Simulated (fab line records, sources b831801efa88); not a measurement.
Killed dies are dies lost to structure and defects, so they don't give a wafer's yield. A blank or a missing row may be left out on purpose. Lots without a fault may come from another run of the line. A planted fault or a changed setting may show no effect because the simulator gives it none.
fab line records | flow sky130
record lots=6 wafers=18 last_day=50
route steps=708 shown METAL1@443 VIA1@458 METAL2@483 PAD_OPEN@708
lots that met no fault: from a run of the same line without faults
start_h: hours from the record's first day to the start of the lot's first wafer shown | wait_h: hours since the lot's step before | " the same as in the row above | L1.1+2: a row that stands for several wafers | - no value, or no start given | * or withheld: withheld | < > ~ a bound
route shown NAME@n: a module of which the file shows steps, and the number in the route of the first | usual: mean/standard deviation of fault-free wafers | same: alike in all rows | chamber/n: place in a boat | sites: the reading at each site | _std_site: their standard deviation | _edge_site: outer sites' mean less inner sites' | radius_mm: how far each site lies from the wafer's centre | mask NAME#n: copy n | behind: the tool/chamber that last shaped the wafer | hold: why the lot was held/for how many hours/how that ended | device: the transistor (n, p or np) that didn't switch | end of line: the same wafers' tests at the end of the route | a step without rows: its recipe alone | killed: dies lost to structure and defects at the first sort, not the wafer's yield | map: a wafer's dies, x killed, . not, _ none there
set.NAME: the setting as run; set.NAME@STEP: as run at that earlier step | model.NAME: the simulator's own value behind a step, which no gauge read
lots at some steps of the route; a table a step, a row a wafer
services: from which hour (start_h, from the record's first day; less than 0 if before it) a tool's chamber was out of use, for how many hours, and why
## steps
# step SKY_METAL1_COAT_09
# recipe resist=BARC temp_c=withheld time_s=withheld spin_rpm=3000 resist_thk_nm=60
# step SKY_METAL1_COAT_10
# recipe resist=KrF-thick spin_rpm=3000 resist_thk_nm=450
# step SKY_METAL1_SOFTBAKE_11
# recipe temp_c=100 time_s=90 resist=KrF-thick
# step SKY_METAL1_EXPOSE_12
# recipe mask_id=MM1 na=0.8 source_shape=annular sigma_inner=0.55 sigma_outer=0.85 target_cd_nm=140 dose_mj=28
# step SKY_METAL1_PEB_13
# recipe peb_temp_c=withheld peb_time_s=withheld resist=KrF-thick
# step SKY_METAL1_DEVELOP_14
# recipe develop_time_s=60 resist=KrF-thick dev_temp_c=21
# step SKY_METAL1_CD_MEAS_15
# recipe target_cd_nm=140
# usual cd_nm=140.1/1.4
# columns lot.wafer tool chamber start_h wait_h cd_nm
L971.1 cd_sem-02 - 802.07 - 137.8
L971.2 " - " " 138.6
L971.3 " - " " 138.4
L975.3 cd_sem-01 - 849.71 - 141.8
L975.4 " - " " 141.3
L975.6 " - " " 141.0
L976.3 cd_sem-01 - 851.51 - 140.5
L976.4 " - " " 138.1
L976.6 " - " " 139.5
L986.1 cd_sem-02 - 913.37 - 140.1
L986.2 " - " " 139.2
L986.3 " - " " 139.2
L988.1 cd_sem-02 - 929.44 - 140.9
L988.4 " - " " 140.3
L988.5 " - " " 140.6
L989.1 cd_sem-02 - 935.03 - 138.5
L989.3 " - " " 138.7
L989.5 " - " " 139.7
# step SKY_METAL1_OVL_MEAS_16
# usual METAL1_OVL=-1/4.2
# columns lot.wafer tool chamber start_h wait_h METAL1_OVL[nm]
L971.1 overlay-01 - 802.19 0.1 -3
L971.2 " - " " 0
L971.3 " - " " -1
L975.3 overlay-02 - 849.80 0.1 -8
L975.4 " - " " -4
L975.6 " - " " -2
L976.3 overlay-01 - 851.60 0.1 -1
L976.4 " - " " 2
L976.6 " - " " 5
L986.1 overlay-01 - 913.49 0.1 2
L986.2 " - " " 2
L986.3 " - " " 2
L988.1 overlay-01 - 929.56 0.1 1
L988.4 " - " " -4
L988.5 " - " " -3
L989.1 overlay-02 - 935.15 0.1 -7
L989.3 " - " " -5
L989.5 " - " " -9
# step SKY_METAL1_DESCUM_17
# recipe chemistry=O2 source_power_w=150 bias_power_w=0 pressure_mtorr=10 temp_c=40 time_s=8
# step SKY_METAL1_ETCH_18
# recipe chemistry=N2/H2 target=BARC ion_energy_ev=200 bias_w=100 pressure_mtorr=30 n2_flow_sccm=100 h2_flow_sccm=200 icp_w=500 stop_on=SiO2 time_s=47.72 target_depth_a=600
# step SKY_METAL1_METAL_ETCH_19
# recipe target_depth_a=3600 stop_on=SiO2 over_etch_frac=0.3 time_s=78 chemistry=Cl2/BCl3 resist_sidewall_deg=88 pressure_mtorr=10 icp_w=900 bias_w=48.5 Cl2_flow_sccm=60 bcl3_flow_sccm=30
# usual chamber_pressure_mTorr=10.000/0.0095 drypump_motor_current_A=5.5/0.38 oes_product_au=0.856/0.0052 throttle_valve_pct=22.264/0.0093
# same over_etch_frac=0.3
# columns lot.wafer tool chamber start_h wait_h chamber_pressure_mTorr drypump_motor_current_A oes_product_au rf_hours_counter_h throttle_valve_pct
L971.1 rie_metal-01 1 802.32 0.0 9.987 5.1 0.854 4 22.280
L971.2 " 0 " " 9.995 5.2 0.854 12 22.262
L971.3 " 0 " " 9.999 5.2 0.854 - 22.267
L975.3 rie_metal-02 1 849.95 0.1 10.004 5.4 0.857 - 22.248
L975.4 " 0 " " 10.002 6.2 0.857 - 22.282
L975.6 " 0 " " 10.010 6.2 0.853 - 22.263
L976.3 rie_metal-04 1 851.75 0.1 9.998 5.7 0.855 - 22.264
L976.4 " 0 " " 10.009 5.4 0.862 - 22.261
L976.6 " 0 " " 9.994 5.4 0.860 - 22.263
L986.1 rie_metal-04 1 913.62 0.0 10.010 5.7 0.850 13 22.261
L986.2 " 0 " " 9.996 5.4 0.852 11 22.248
L986.3 " 0 " " 10.012 5.4 0.847 - 22.272
L988.1 rie_metal-04 1 929.69 0.0 10.007 5.6 0.863 14 22.284
L988.4 " 1 " " 9.997 5.7 0.856 - 22.256
L988.5 " 0 " " 9.991 5.4 0.860 - 22.268
L989.1 rie_metal-02 1 935.28 0.0 10.002 5.3 0.846 9 22.256
L989.3 " 1 " " 10.004 5.3 0.851 - 22.266
L989.5 " 0 " " 9.992 6.2 0.854 - 22.266
# step SKY_METAL1_STRIP_20
# recipe chemistry=O2/N2 power_w=1400 pressure_mtorr=1500 platen_temp_c=withheld o2_flow_sccm=3000 n2_flow_sccm=300 overash_fraction=0.5
# step SKY_METAL1_STRIP_21
# recipe chemistry=post_etch_residue_remover time_s=1200 temp_c=72.5
# columns lot.wafer tool chamber start_h wait_h
L971.1+2+3 wet_bench-03 2 802.51 0.1
L975.3+4+6 wet_bench-03 0 850.11 0.0
L976.3+4+6 wet_bench-03 3 851.91 0.0
L986.1+2+3 wet_bench-02 3 913.81 0.1
L988.1+4+5 wet_bench-02 1 929.88 0.1
L989.1+3+5 wet_bench-04 0 935.47 0.1
# step SKY_METAL1_CLEAN_22
# recipe chemistry=IPA time_s=180 temp_c=25
# step SKY_METAL1_CLEAN_23
# recipe chemistry=O3/DIW dry=n2_spin
# step SKY_VIA1_HDPCVD_00
# recipe material=SiO2 target_thk_nm=1030 sigma_open_frac=0.3 time_s=171.7 temp_c=400 sih4_flow_sccm=60 pressure_mtorr=6
# step SKY_VIA1_THK_MEAS_01
# recipe reads=SiO2_of_VIA1_HDPCVD_00
# usual VIA1_HDPCVD_THK=1030/11
# columns lot.wafer tool chamber start_h wait_h VIA1_HDPCVD_THK[nm]
L971.1 film_metro-04 - 803.18 0.1 1049
L971.2 " - " " 1052
L971.3 " - " " 1022
L975.3 film_metro-03 - 850.84 0.1 1035
L975.4 " - " " 1031
L975.6 " - " " 1026
L976.3 film_metro-04 - 852.53 0.1 1017
L976.4 " - " " 1031
L976.6 " - " " 1018
L986.1 film_metro-04 - 914.45 0.1 1018
L986.2 " - " " 1011
L986.3 " - " " 1014
L988.1 film_metro-03 - 930.49 0.1 1040
L988.4 " - " " 1033
L988.5 " - " " 1032
L989.1 film_metro-03 - 936.11 0.1 1019
L989.3 " - " " 1031
L989.5 " - " " 1037
# step SKY_VIA1_CMP_02
# recipe material=SiO2 down_force_psi=4 platen_rpm=60 pad_velocity_m_s=0.94248
# usual motor_current_A=12.6/1.1 retaining_ring_pressure_frac=1.001/0.0049 slurry_filter_dp_kPa=13.51/0.14
# columns lot.wafer tool chamber start_h wait_h motor_current_A retaining_ring_pressure_frac slurry_filter_dp_kPa
L971.1 cmp-02 3 803.24 0.1 13.3 0.999 13.47
L971.2 " 0 " " 10.5 0.998 13.77
L971.3 " 2 " " 13.4 0.999 13.48
L975.3 cmp-02 3 850.88 0.0 13.0 1.002 13.54
L975.4 " 0 " " 10.7 0.998 13.69
L975.6 " 3 " " 13.5 0.995 13.48
L976.4 cmp-01 2 852.57 0.0 11.1 1.007 13.64
L976.3 " 1 " " 11.2 1.006 13.39
L976.6 " 2 " " 11.4 1.006 13.73
L986.1 cmp-02 3 914.56 0.1 13.2 0.998 13.44
L986.3 " 0 " " 11.8 1.004 13.56
L986.2 " 2 " " 13.5 0.999 13.41
L988.4 cmp-01 1 930.65 0.1 10.4 1.006 13.54
L988.1 " 2 " " 11.7 0.997 13.17
L988.5 " 0 " " 12.8 1.001 13.48
L989.3 cmp-01 1 936.22 0.1 11.3 1.006 13.54
L989.1 " 2 " " 12.1 1.006 13.64
L989.5 " 0 " " 12.6 0.998 13.47
# step SKY_VIA1_BOW_MEAS_03
# recipe mode=bow
# usual VIA1_BOW=80/6.5
# columns lot.wafer tool chamber start_h wait_h VIA1_BOW[um]
L971.1 film_metro-03 - 803.54 0.2 76
L971.2 " - " " 71
L971.3 " - " " 74
L975.3 film_metro-04 - 851.22 0.3 72
L975.4 " - " " 83
L975.6 " - " " 74
L976.3 film_metro-04 - 852.91 0.1 81
L976.4 " - " " 84
L976.6 " - " " 84
L986.1 film_metro-01 - 914.86 0.2 91
L986.2 " - " " 74
L986.3 " - " " 73
L988.1 film_metro-01 - 930.85 0.1 71
L988.4 " - " " 90
L988.5 " - " " 84
L989.1 film_metro-01 - 936.47 0.1 81
L989.3 " - " " 78
L989.5 " - " " 82
# step SKY_VIA1_DEHYDRATE_04
# recipe temp_c=200 time_s=60
# step SKY_VIA1_HMDS_05
# recipe prime_time_s=60 prime_temp_c=120
# step SKY_VIA1_COAT_06
# recipe resist=BARC temp_c=withheld time_s=withheld spin_rpm=3000 resist_thk_nm=60
# step SKY_VIA1_COAT_07
# recipe resist=KrF-thick spin_rpm=3000 resist_thk_nm=450
# step SKY_VIA1_SOFTBAKE_08
# recipe temp_c=100 time_s=90 resist=KrF-thick
# step SKY_VIA1_EXPOSE_09
# recipe mask_id=VIM na=0.8 source_shape=annular sigma_inner=0.55 sigma_outer=0.85 target_cd_nm=150 dose_mj=38
# step SKY_VIA1_PEB_10
# recipe peb_temp_c=withheld peb_time_s=withheld resist=KrF-thick
# step SKY_VIA1_DEVELOP_11
# recipe develop_time_s=60 resist=KrF-thick dev_temp_c=21
# step SKY_VIA1_CD_MEAS_12
# recipe target_cd_nm=150
# usual cd_nm=150.0/1.4
# columns lot.wafer tool chamber start_h wait_h cd_nm
L971.1 cd_sem-01 - 829.87 - 148.9
L971.2 " - " " 148.4
L971.3 " - " " 149.6
L975.3 cd_sem-01 - 877.02 - 150.6
L975.4 " - " " 151.1
L975.6 " - " " 151.5
L976.3 cd_sem-01 - 879.12 - 148.1
L976.4 " - " " 149.0
L976.6 " - " " 149.1
L986.1 cd_sem-01 - 939.78 - 152.0
L986.2 " - " " 151.9
L986.3 " - " " 151.7
L988.1 cd_sem-02 - 956.37 - 148.3
L988.4 " - " " 148.9
L988.5 " - " " 150.0
L989.1 cd_sem-02 - 961.23 - 150.3
L989.3 " - " " 149.0
L989.5 " - " " 149.0
# step SKY_VIA1_OVL_MEAS_13
# usual VIA1_OVL=3/5.6
# columns lot.wafer tool chamber start_h wait_h VIA1_OVL[nm]
L971.1 overlay-01 - 829.99 0.1 -6
L971.2 " - " " 4
L971.3 " - " " -5
L975.3 overlay-02 - 877.12 0.1 1
L975.4 " - " " 3
L975.6 " - " " -4
L976.3 overlay-01 - 879.21 0.1 6
L976.4 " - " " 4
L976.6 " - " " 2
L986.1 overlay-01 - 939.90 0.1 4
L986.2 " - " " 10
L986.3 " - " " 1
L988.1 overlay-01 - 956.49 0.1 -3
L988.4 " - " " 3
L988.5 " - " " -2
L989.1 overlay-01 - 961.35 0.1 6
L989.3 " - " " 6
L989.5 " - " " 6
# step SKY_VIA1_ETCH_14
# recipe chemistry=N2/H2 target=BARC ion_energy_ev=205.7 source_w=500 bias_w=100 pressure_mtorr=30 n2_flow_sccm=100 h2_flow_sccm=200 stop_on=SiO2 time_s=45.9 target_depth_a=600
# step SKY_VIA1_ETCH_15
# recipe target=SiO2 chemistry=C4F8/O2/Ar target_depth_nm=351 stop_on=TiN mask_material=KrF-thick source_w=1500 bias_w=1200 pressure_mtorr=40 c4f8_flow_sccm=withheld O2_flow_sccm=6 Ar_flow_sccm=300 time_s=54
# usual chamber_pressure_mTorr=40.00/0.038 oes_product_au=0.983/0.006
# columns lot.wafer tool chamber start_h wait_h chamber_pressure_mTorr oes_product_au rf_hours_counter_h
L971.1 rie_diel-01 3 830.06 0.0 39.96 0.978 23
L971.2 " 1 " " 39.99 0.977 8
L971.3 " 0 " " 39.95 0.982 4
L975.3 rie_diel-01 2 877.18 0.0 39.99 0.975 28
L975.4 " 1 " " 39.95 0.989 -
L975.6 " 3 " " 40.01 0.983 -
L976.3 rie_diel-03 2 879.28 0.0 39.99 0.975 9
L976.4 " 3 " " 39.95 0.983 5
L976.6 " 1 " " 40.00 0.974 -
L986.1 rie_diel-01 1 939.98 0.0 40.00 0.981 11
L986.2 " 2 " " 40.02 0.986 0
L986.3 " 3 " " 39.98 0.983 27
L988.1 rie_diel-03 2 956.57 0.0 40.02 0.988 11
L988.4 " 2 " " 40.06 0.986 -
L988.5 " 1 " " 39.98 0.969 -
L989.1 rie_diel-04 2 961.43 0.0 40.02 0.989 4
L989.3 " 0 " " 40.06 0.989 5
L989.5 " 3 " " 39.98 0.982 -
# step SKY_VIA1_STRIP_16
# recipe chemistry=O2/N2 power_w=1400 pressure_mtorr=1500 platen_temp_c=withheld o2_flow_sccm=3000 n2_flow_sccm=300 overash_fraction=0.5
# step SKY_VIA1_STRIP_17
# recipe chemistry=post_etch_residue_remover time_s=1200 temp_c=72.5
# step SKY_VIA1_CLEAN_18
# recipe chemistry=IPA time_s=180 temp_c=25
# step SKY_VIA1_CLEAN_19
# recipe chemistry=O3/DIW dry=n2_spin
# step SKY_VIA1_SPUTTER_20
# recipe material=TiN target_thk_nm=20 chamber_pressure_pa=5 power_w=4000 time_s=80
# step SKY_VIA1_CVD_21
# recipe material=W target_thk_nm=270 time_s=80.902 temp_c=400 pressure_torr=40
# usual heater_power_w=797/35
# columns lot.wafer tool chamber start_h wait_h heater_power_w
L971.1 cvd_w-01 1 830.77 0.0 813
L971.2 " 0 " " 752
L971.3 " 0 " " 757
L975.3 cvd_w-01 1 877.92 0.1 801
L975.4 " 0 " " 731
L975.6 " 0 " " 746
L976.3 cvd_w-01 1 880.04 0.1 803
L976.4 " 0 " " 745
L976.6 " 0 " " 729
L986.1 cvd_w-02 0 940.68 0.0 817
L986.2 " 1 " " 825
L986.3 " 1 " " 802
L988.1 cvd_w-01 1 957.28 0.0 808
L988.4 " 1 " " 799
L988.5 " 0 " " 749
L989.1 cvd_w-02 0 962.27 0.0 856
L989.3 " 1 " " 814
L989.5 " 0 " " 832
# step SKY_VIA1_RS_MEAS_22
# recipe thk_meas_gauge=four-point-probe reads=W_of_VIA1_CVD_21+TiN_of_VIA1_SPUTTER_20
# usual VIA1_W_RS=0.423/0.006
# columns lot.wafer tool chamber start_h wait_h VIA1_W_RS[ohm/sq]
L971.1 film_metro-01 - 830.86 0.1 0.430
L971.2 " - " " 0.427
L971.3 " - " " 0.427
L975.3 film_metro-03 - 878.02 0.1 0.428
L975.4 " - " " 0.424
L975.6 " - " " 0.427
L976.3 film_metro-01 - 880.14 0.1 0.433
L976.4 " - " " 0.431
L976.6 " - " " 0.426
L986.1 film_metro-04 - 940.77 0.1 0.418
L986.2 " - " " 0.412
L986.3 " - " " 0.405
L988.1 film_metro-04 - 957.38 0.1 0.424
L988.4 " - " " 0.418
L988.5 " - " " 0.430
L989.1 film_metro-04 - 962.36 0.1 0.427
L989.3 " - " " 0.419
L989.5 " - " " 0.423
# step SKY_VIA1_THK_MEAS_23
# recipe thk_meas_gauge=xrf reads=W_of_VIA1_CVD_21
# usual VIA1_W_THK=269/4.4
# columns lot.wafer tool chamber start_h wait_h VIA1_W_THK[nm]
L971.1 film_metro-01 - 830.98 0.1 262
L971.2 " - " " 264
L971.3 " - " " 263
L975.3 film_metro-03 - 878.12 0.1 264
L975.4 " - " " 268
L975.6 " - " " 266
L976.3 film_metro-01 - 880.24 0.1 262
L976.4 " - " " 264
L976.6 " - " " 266
L986.1 film_metro-04 - 940.89 0.1 271
L986.2 " - " " 276
L986.3 " - " " 281
L988.1 film_metro-04 - 957.50 0.1 269
L988.4 " - " " 272
L988.5 " - " " 265
L989.1 film_metro-04 - 962.48 0.1 268
L989.3 " - " " 274
L989.5 " - " " 271
# step SKY_VIA1_CMP_24
# recipe stop_on=SiO2 t_overpolish_s=15 down_force_psi=3.5 platen_rpm=60 target_thk_nm=0 pad_velocity_m_s=0.94248
# step SKY_METAL2_SPUTTER_00
# recipe material=Ti target_thk_nm=15 power_w=3000 time_s=10 chamber_pressure_pa=0.4
# step SKY_METAL2_SPUTTER_01
# recipe material=TiN target_thk_nm=20 power_w=6500 time_s=16.7 chamber_pressure_pa=0.4
# usual throttle_valve_pct=29.6/0.69
# columns lot.wafer tool chamber start_h wait_h throttle_valve_pct
L971.1 pvd_sputter-04 - 831.36 0.0 29.2
L971.2 " - " " 28.6
L971.3 " - " " 29.5
L975.3 pvd_sputter-04 - 878.48 0.0 29.4
L975.4 " - " " 29.5
L975.6 " - " " 29.2
L976.3 pvd_sputter-04 - 880.60 0.0 28.9
L976.4 " - " " 29.8
L976.6 " - " " 29.4
L986.1 pvd_sputter-02 - 941.33 0.0 30.1
L986.2 " - " " 30.4
L986.3 " - " " 29.9
L988.1 pvd_sputter-03 - 957.88 0.0 30.7
L988.4 " - " " 29.3
L988.5 " - " " 30.6
L989.1 pvd_sputter-04 - 962.87 0.0 28.4
L989.3 " - " " 29.3
L989.5 " - " " 29.6
# step SKY_PAD_OPEN_PROBE_99
# usual defect_limited_yield=82.3/2.1 killed_at_M0_to_M3=44/7.3 killed_at_M4_up=3.3/1.8 killed_at_contacts=24/5.3 killed_at_front_end=16/5 killed_at_other=0.2/0.51 killed_dies=87/10 killed_on_rim=17/3.9 killed_open=47/7.5 killed_short=40/6.3 sort_bin_3_pad_short=0.9/0.41 sort_bin_5_function=10.5/1.6 sort_bin_6_memory=6.3/1.2 sort_n_pass=405/10 sort_yield_pct=82.3/2.1
# same gross_dies=492 killed_at_back_side=0 sort_bin_4_leakage[%]=0 sort_bin_8_speed[%]=0
# columns lot.wafer tool chamber start_h wait_h defect_limited_yield[%] killed_at_M0_to_M3 killed_at_M4_up killed_at_contacts killed_at_front_end killed_at_other killed_dies killed_on_rim killed_open killed_short sort_bin_3_pad_short[%] sort_bin_5_function[%] sort_bin_6_memory[%] sort_n_pass sort_yield_pct[%] model.etest.tester.sort_n_pass model.etest.tester.sort_yield_pct model.etest.tester.sort_bin_5_pct model.etest.tester.sort_bin_6_pct
L971.1 prober-02 - 1112.15 0.1 81.5 45 3 21 22 0 91 15 44 47 1.6 11.4 5.5 401 81.5 401 81.5 11.38 5.488
L971.2 prober-02 - 1112.20 0.1 81.1 57 3 26 7 0 93 14 58 35 0.8 11.4 6.7 399 81.1 399 81.1 11.38 6.707
L971.3 prober-02 - 1112.25 0.2 82.7 48 0 22 14 1 85 16 43 42 1.4 10.8 5.1 407 82.7 407 82.72 10.77 5.081
L975.3 prober-02 - 1142.30 0.2 78.7 60 5 26 13 1 105 29 37 39 1.0 13.6 6.7 387 78.7 387 78.66 13.62 6.707
L975.4 prober-02 - 1142.35 0.2 76.0 72 5 33 7 1 118 18 41 42 2.0 15.7 6.3 374 76.0 374 76.02 15.65 6.301
L975.6 prober-02 - 1142.45 0.2 76.2 68 4 26 19 0 117 23 45 44 0.8 15.2 7.7 375 76.2 375 76.22 15.24 7.724
L976.3 prober-01 - 1142.91 0.2 74.2 75 2 29 21 0 127 18 43 40 1.6 16.5 7.7 365 74.2 365 74.19 16.46 7.724
L976.4 prober-01 - 1142.96 0.2 72.0 91 0 30 17 0 138 13 50 41 1.8 17.5 8.7 354 72.0 354 71.95 17.48 8.74
L976.6 prober-01 - 1143.06 0.2 78.5 76 5 18 7 0 106 16 27 29 1.4 12.2 7.9 386 78.5 386 78.46 12.2 7.927
L986.1 prober-01 - 1189.78 0.1 80.7 44 4 35 12 0 95 18 51 44 0.2 12.4 6.7 397 80.7 397 80.69 12.4 6.707
L986.2 prober-01 - 1189.83 0.1 77.6 51 6 29 24 0 110 23 62 48 0.2 14.6 7.5 382 77.6 382 77.64 14.63 7.52
L986.3 prober-01 - 1189.88 0.2 82.1 40 5 24 19 0 88 21 33 55 1.8 9.3 6.7 404 82.1 404 82.11 9.35 6.707
L988.1 prober-01 - 1199.89 0.1 86.2 41 3 17 7 0 68 14 37 31 0.6 7.3 5.9 424 86.2 424 86.18 7.317 5.894
L988.4 prober-01 - 1200.04 0.2 84.1 40 5 21 12 0 78 11 38 40 1.0 8.9 5.9 414 84.1 414 84.15 8.943 5.894
L988.5 prober-01 - 1200.09 0.2 81.7 46 4 30 10 0 90 18 53 37 0.8 10.8 6.7 402 81.7 402 81.71 10.77 6.707
L989.1 prober-02 - 1200.56 0.1 78.3 57 4 24 22 0 107 19 56 51 0.2 15.2 6.3 385 78.3 385 78.25 15.24 6.301
L989.3 prober-02 - 1200.66 0.2 80.9 56 3 20 15 0 94 17 46 48 1.2 11.8 6.1 398 80.9 398 80.89 11.79 6.098
L989.5 prober-02 - 1200.76 0.2 76.0 66 4 28 20 0 118 21 62 56 1.8 11.6 10.6 374 76.0 374 76.02 11.59 10.57
# killed by level:class
L971.1 VIA1:geometric_particle:open=12 CONTACT:geometric_particle:open=8 VIA1:geometric_particle:short=7 METAL2:geometric_particle:short=6 FIELD_ISO:geometric_particle:short=5 POLY_GATE:geometric_particle:open=5 CONTACT:geometric_particle:short=5 SPACER:geometric_particle:short=4
L971.2 VIA1:geometric_particle:open=16 VIA2:geometric_particle:open=8 VIA3:geometric_particle:open=7 CONTACT:geometric_particle:open=7 LI_CONTACT:geometric_particle:open=6 LOCAL_INTERCONNECT:geometric_particle:short=5 METAL1:geometric_particle:short=5 CONTACT:geometric_particle:short=4
L971.3 VIA1:geometric_particle:open=14 LI_CONTACT:geometric_particle:open=9 VIA3:geometric_particle:open=8 METAL1:geometric_particle:short=7 LI_CONTACT:geometric_particle:short=4 CONTACT:geometric_particle:open=4 METAL3:geometric_particle:short=4 VIA3:geometric_particle:short=4
L975.3 METAL1:unspecified=29 CONTACT:geometric_particle:open=9 CONTACT:geometric_particle:short=6 VIA1:geometric_particle:open=6 LI_CONTACT:geometric_particle:open=5 METAL3:geometric_particle:short=4 METAL1:geometric_particle:short=4 VIA2:geometric_particle:short=4
L975.4 METAL1:unspecified=35 CONTACT:geometric_particle:open=13 VIA1:geometric_particle:open=12 CONTACT:geometric_particle:short=9 LI_CONTACT:geometric_particle:open=5 METAL1:geometric_particle:short=4 VIA1:geometric_particle:short=4 METAL2:geometric_particle:short=4
L975.6 METAL1:unspecified=28 VIA1:geometric_particle:open=11 CONTACT:geometric_particle:open=8 VIA3:geometric_particle:open=7 CONTACT:geometric_particle:short=6 POLY_GATE:geometric_particle:open=5 VIA1:geometric_particle:short=5 METAL2:geometric_particle:short=5
L976.3 METAL1:unspecified=44 CONTACT:geometric_particle:open=9 CONTACT:geometric_particle:short=9 FIELD_ISO:geometric_particle:open=7 LI_CONTACT:geometric_particle:open=7 VIA1:geometric_particle:open=6 FIELD_ISO:geometric_particle:short=4 METAL1:geometric_particle:short=4
L976.4 METAL1:unspecified=47 VIA3:geometric_particle:open=10 CONTACT:geometric_particle:open=8 LI_CONTACT:geometric_particle:open=8 CONTACT:geometric_particle:short=7 VIA1:geometric_particle:open=6 FIELD_ISO:geometric_particle:open=5 METAL2:geometric_particle:short=5
L976.6 METAL1:unspecified=50 VIA1:geometric_particle:open=7 CONTACT:geometric_particle:short=6 LOCAL_INTERCONNECT:geometric_particle:short=4 METAL1:geometric_particle:short=4 VIA2:geometric_particle:open=4 LI_CONTACT:geometric_particle:open=3 CONTACT:geometric_particle:open=3
L986.1 CONTACT:geometric_particle:open=13 LI_CONTACT:geometric_particle:open=11 VIA1:geometric_particle:open=9 METAL1:geometric_particle:short=8 VIA2:geometric_particle:open=8 METAL2:geometric_particle:short=5 FIELD_ISO:geometric_particle:short=4 CONTACT:geometric_particle:short=4
L986.2 VIA2:geometric_particle:open=14 VIA1:geometric_particle:open=11 FIELD_ISO:geometric_particle:short=10 CONTACT:geometric_particle:open=9 LI_CONTACT:geometric_particle:open=9 LOCAL_INTERCONNECT:geometric_particle:short=8 VIA3:geometric_particle:open=7 METAL2:geometric_particle:short=6
L986.3 METAL1:geometric_particle:short=9 CONTACT:geometric_particle:short=7 POLY_GATE:geometric_particle:short=6 LI_CONTACT:geometric_particle:open=6 METAL2:geometric_particle:short=6 FIELD_ISO:geometric_particle:open=5 FIELD_ISO:geometric_particle:short=5 VIA3:geometric_particle:open=5
L988.1 CONTACT:geometric_particle:open=7 METAL2:geometric_particle:short=7 METAL1:geometric_particle:short=6 VIA1:geometric_particle:open=6 CONTACT:geometric_particle:short=4 VIA2:geometric_particle:open=4 VIA3:geometric_particle:open=4 FIELD_ISO:geometric_particle:open=3
L988.4 VIA3:geometric_particle:open=10 CONTACT:geometric_particle:open=7 VIA1:geometric_particle:open=7 METAL1:geometric_particle:short=6 FIELD_ISO:geometric_particle:short=5 LI_CONTACT:geometric_particle:open=5 LOCAL_INTERCONNECT:geometric_particle:short=5 METAL2:geometric_particle:short=5
L988.5 CONTACT:geometric_particle:open=11 VIA3:geometric_particle:open=9 VIA1:geometric_particle:open=8 LI_CONTACT:geometric_particle:open=7 VIA2:geometric_particle:open=7 LOCAL_INTERCONNECT:geometric_particle:short=6 VIA1:geometric_particle:short=6 FIELD_ISO:geometric_particle:open=5
L989.1 VIA1:geometric_particle:open=10 VIA2:geometric_particle:open=9 CONTACT:geometric_particle:open=8 VIA1:geometric_particle:short=7 METAL2:geometric_particle:short=7 VIA3:geometric_particle:open=7 FIELD_ISO:geometric_particle:short=6 LI_CONTACT:geometric_particle:open=6
L989.3 VIA1:geometric_particle:open=10 FIELD_ISO:geometric_particle:short=9 VIA1:geometric_particle:short=9 VIA3:geometric_particle:open=9 VIA2:geometric_particle:open=8 CONTACT:geometric_particle:open=7 VIA2:geometric_particle:short=7 METAL2:geometric_particle:short=5
L989.5 VIA1:geometric_particle:open=15 METAL2:geometric_particle:short=13 METAL1:geometric_particle:short=9 VIA2:geometric_particle:open=9 LI_CONTACT:geometric_particle:open=7 CONTACT:geometric_particle:open=7 CONTACT:geometric_particle:short=7 VIA3:geometric_particle:open=6
# map L975.4 (x killed, . not)
__________.........._________
________.............._______
______...x.x.x.....x...._____
_____......x......x.xxx..____
____.xx...x..x...x........___
___...x.........x..........__
__...............xx...x....._
_...x...x.......xx.....x.x...
_.....xx..x.x.x.x.x...xx.....
_..x..........x.x......x.....
_.....xx....x......x.........
_...xxx..x...x...xx..x...x...
_x......x.................x..
_.......x..........x..xx...x.
_..x..xx....x............xxx.
__x..xx.........x..x....x..._
___...............x.xx..x.x__
____.....x......xxxx......___
_____...xx.x.x.xxxxx..x..____
______.......xxxxxxxxxx._____
________......xxxxxxxx_______
__________.x.xxxxxxx_________
# map L976.4 (x killed, . not)
__________.......x.._________
________...........x.._______
______..x..x....x....x.._____
_____........x.....x.....____
____..x.........x..x..x...___
___.........x..xxxxxxx...x.__
__........x..xxxxxxxxxx..xx._
_.....x.x....x.xxxxxx.x...x..
_.x.x......x.xxxxxxxxx.x..x..
_............xxxxxxxx........
_....x.xx...x...xxx..x.....x.
_.xx..xx..x.x.xxx...x.xxx...x
_.....x.x...........x.x...x..
_..x..x..x......x..x....xxxxx
_..xx........xx.....x...x....
__.x.x......x.xx....xx..x..._
___..x.....x...x......x....__
____....x...x..x.........x___
_____.xx.xx......xx......____
______.................._____
________x...x....xx..._______
__________..x......._________
## services
# columns tool chamber start_h hours kind
rie_diel-01 1 799.10 2.4 repair
cmp-01 - 805.76 1.3 repair
rie_metal-04 - 811.24 0.2 repair
cmp-02 - 832.83 4.5 repair
cmp-02 - 837.77 9.1 pm
rie_diel-03 1 840.54 5.0 repair
wet_bench-02 - 844.13 4.1 repair
cvd_w-01 1 848.64 2.8 repair
cvd_w-02 - 849.73 6.9 pm
cmp-01 - 857.19 9.5 pm
rie_metal-04 1 866.96 5.2 repair
rie_diel-01 0 873.29 3.9 repair
cvd_w-02 - 885.24 2.8 pm
cvd_w-01 - 904.00 14.0 pm
rie_diel-01 - 912.95 0.8 repair
cmp-01 - 914.30 7.6 pm
cvd_w-02 - 916.70 1.4 repair
cmp-01 - 921.89 4.0 pm
cmp-02 - 931.82 4.7 repair
cvd_w-01 - 932.55 1.4 repair
rie_metal-04 - 933.36 4.3 pm
rie_diel-03 3 936.06 7.0 repair
rie_metal-04 - 947.51 1.5 repair
rie_diel-01 2 952.14 4.3 repair
## key
first_sign step=SKY_PAD_OPEN_PROBE_99 reading=killed_at_M0_to_M3 direction=up sigmas=4.1 usual=44 struck=74
effect step=SKY_PAD_OPEN_PROBE_99 reading=sort_n_pass direction=down sigmas=3.1 usual=405 struck=374
model_effect step=SKY_PAD_OPEN_PROBE_99 value=etest.tester.sort_n_pass without=408.2 struck=373.5
met_at SKY_METAL1_STRIP_21
struck_wafers L975.3,L975.4,L975.6,L976.3,L976.4,L976.6
onset_between 802.51 850.11
fault kind=chamber_particle_source tool=wet_bench-03 chamber=- onset_h=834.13 steps=SKY_METAL1_STRIP_21 rate_per_visit_cm2=0.43792 end_h=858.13
